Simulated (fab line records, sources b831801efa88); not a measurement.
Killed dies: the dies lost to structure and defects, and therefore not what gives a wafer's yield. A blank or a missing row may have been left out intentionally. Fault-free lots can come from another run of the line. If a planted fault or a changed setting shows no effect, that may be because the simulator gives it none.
One fault seen from 2 desks | flow sky130 | what lay behind the numbers comes last; until then each desk has only its own

== AT THE METROLOGY DESK ==
What the gauges read for every lot (on any tool): the sampled wafers with a number, averaged. Marked OUT: a lot whose mean sits more than 4 standard deviations from the usual mean, which makes it out of limits; the brackets give that distance.
Columns: A = CAP2M_CVD_00_THK at SKY_CAP2M_THK_MEAS_01, usual 15.44 nm; B = PAD_OPEN_BOW at SKY_PAD_OPEN_BOW_MEAS_13, usual 48 um
lot  | first seen here | A     | B
L724 | day 40 03:13    | 15.18 | 39
L725 | day 40 17:25    | 15.27 | 55
L726 | day 40 21:20    | 15.15 | 47
L728 | day 41 15:41    | 15.12 | 57
L729 | day 41 16:57    | 15.57 | 36
L731 | day 42 12:08    | 15.32 | 53
L732 | day 42 20:23    | 15.73 | 50
L733 | day 42 23:58    | 15.48 | 41
L734 | day 43 15:08    | 15.44 | 57
L737 | day 44 04:19    | 15.49 | 43
L740 | day 44 14:20    | 15.18 | 38
L742 | day 45 02:44    | 15.29 | 56
Result from this desk: across the 12 lots, nothing is out of limits.

== THE TOOL OWNER'S DESK: plasma_asher-03 ==
The tool's own readings at SKY_LDD_HVN_STRIP_09 (strips in O2/N2): means of the sampled wafers that have a number, for each lot that ran on this tool. Marked OUT: a lot whose mean sits more than 4 standard deviations from the usual mean, which makes it out of limits; the brackets give that distance.
Columns: A = drypump_motor_current_A at SKY_LDD_HVN_STRIP_09, usual 5.44 A; B = oes_product_au at SKY_LDD_HVN_STRIP_09, usual 0.409 a.u.; C = strip_time_to_endpoint_s at SKY_LDD_HVN_STRIP_09, usual 4.137 s
lot  | first seen here | A    | B     | C
L725 | day 21 14:57    | 5.31 | 0.407 | 4.136
L729 | day 22 19:18    | 5.35 | 0.409 | 4.154
L732 | day 24 05:54    | 5.32 | 0.406 | 4.137
L733 | day 24 06:57    | 5.30 | 0.412 | 4.141
L737 | day 25 21:25    | 5.30 | 0.409 | 4.115
L740 | day 26 08:54    | 5.34 | 0.408 | 4.146
L742 | day 27 03:43    | 5.28 | 0.407 | 4.143
Result from this desk: across the 7 lots, nothing is out of limits.

== PUT TOGETHER ==
At the metrology desk, nothing out of limits was observed.
Nothing out of limits was seen by the tool owner's desk.

== WHAT THE SIMULATOR HAD PUT IN ==
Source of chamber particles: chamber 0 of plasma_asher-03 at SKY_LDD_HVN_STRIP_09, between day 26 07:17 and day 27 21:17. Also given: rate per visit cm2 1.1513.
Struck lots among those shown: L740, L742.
